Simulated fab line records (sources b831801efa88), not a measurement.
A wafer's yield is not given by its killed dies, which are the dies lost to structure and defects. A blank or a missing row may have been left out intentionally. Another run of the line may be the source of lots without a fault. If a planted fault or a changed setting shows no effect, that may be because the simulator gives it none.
One fault through the eyes of 2 desks ; flow sfq-line ; each desk holds nothing but its own numbers, with what lay behind them at the end

## DESK OF THE TOOL OWNER: pvd-sputter-03
The tool's own readings at SFQ_TRILAYER_M0_DEP_SPUTTER_019 (material Nb, target thk 200 nm, time 133.3 s): means of the sampled wafers that have a number, for each lot that ran on this tool. A lot is out of limits, marked OUT, if its mean lies more than 4 standard deviations from the usual mean; the brackets give that distance.
Columns: A = throttle-valve-pct at SFQ_TRILAYER_M0_DEP_SPUTTER_019, usual 30.2 %
lot;first seen here;A
L224;day 9 02:08;30.8
L227;day 10 07:22;30.8
L232;day 11 16:58;30.8
L233;day 11 23:05;30.8
L242;day 15 04:01;30.8
This desk found nothing out of limits on any of the 5 lots.

## FROM THE METROLOGY DESK
Lot by lot, what the gauges showed, no matter which tool ran the lot: averages of those sampled wafers that carry a number. A lot is out of limits, marked OUT, if its mean lies more than 4 standard deviations from the usual mean; the brackets give that distance.
Columns: A = M0_NB_RS at SFQ_M0_RS_MEAS_904, usual 0.891 ohm/sq
lot;first seen here;A
L219;day 7 06:49;0.886
L220;day 7 12:49;0.884
L224;day 9 02:15;0.883
L225;day 9 15:44;0.889
L227;day 10 07:28;0.898
L232;day 11 17:07;0.837 (-6.3) OUT
L233;day 11 23:11;0.852 (-4.5) OUT
L235;day 12 16:01;0.890
L236;day 12 19:34;0.895
L237;day 13 07:43;0.889
L238;day 13 13:43;0.900
L239;day 14 02:54;0.894
L241;day 14 16:06;0.884
L242;day 15 04:06;0.885
This desk's finding: out of limits on L232, L233; first on L232, day 11 17:07 (M0_NB_RS at SFQ_M0_RS_MEAS_904). L219, L220, L224, L225, L227, L235, L236, L237, L238, L239, L241, L242: within limits.

## ALL TOGETHER
L232, L233 would have let the metrology desk raise an alarm at day 11 17:07.
Nothing out of limits was seen by the tool owner's desk.
On record at the tool owner's desk: L232, L233, within its limits.
Of the lots named, all ran SFQ_TRILAYER_M0_DEP_SPUTTER_019 on pvd-sputter-03.

## WHAT THE SIMULATOR HAD PUT IN
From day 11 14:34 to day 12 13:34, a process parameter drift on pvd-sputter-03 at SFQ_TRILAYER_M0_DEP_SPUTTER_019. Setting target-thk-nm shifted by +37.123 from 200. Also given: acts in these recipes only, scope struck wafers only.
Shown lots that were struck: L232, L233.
Hours from the fault's start to each desk's first reading out of limits: the metrology desk, 3.
